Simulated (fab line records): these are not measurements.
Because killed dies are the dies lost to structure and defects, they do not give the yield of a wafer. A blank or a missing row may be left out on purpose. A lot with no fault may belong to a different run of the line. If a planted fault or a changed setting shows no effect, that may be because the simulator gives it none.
Matching of chambers ; flow sky130 ; 4 sister chambers for SKY_VIA3_CMP_24 on cmp-01
The step polishes, stops on SiO2, t overpolish 20 s, target thk 0 nm. 4 wafers are shown with their chamber, then 7 later ones without.

== WAFERS, EACH WITH ITS CHAMBER ==
wafer;chamber;motor-current-A (A)
L385.4;0;11.2
L388.6;2;9.7
L393.1;3;12.1
L393.4;1;10.0

== WAFERS WITH NO CHAMBER GIVEN ==
wafer;motor-current-A (A)
L393.6;10.7
L394.2;10.8
L394.3;9.6
L394.5;11.2
L400.2;9.4
L400.3;12.1
L400.5;9.9

== CHAMBER TAKEN BY EACH ==
wafer;from the rows above;in truth
L393.6;can't be placed: 0 or 1 or 2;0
L394.2;can't be placed: 0 or 1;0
L394.3;can't be placed: 2 or 1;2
L394.5;0;0
L400.2;can't be placed: 2 or 1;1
L400.3;3;3
L400.5;can't be placed: 1 or 2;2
Placed correctly: 2 of 7. Not placeable from these rows: 5 (in 5, the candidates include the true chamber). 0 placed wrongly.
How it was worked out, from the rows above alone: a wafer's distance from a chamber is the root of the sum, over the readings, of the square of ((its reading less the chamber's mean) divided by the reading's scatter). The wafer belongs to the nearest chamber; if the next one is less than 2 further off, it can't be placed. A chamber's mean is the mean of its shown wafers. The scatter: root of mean squared gap, hidden wafer to nearest shown wafer, with one shown wafer a chamber.
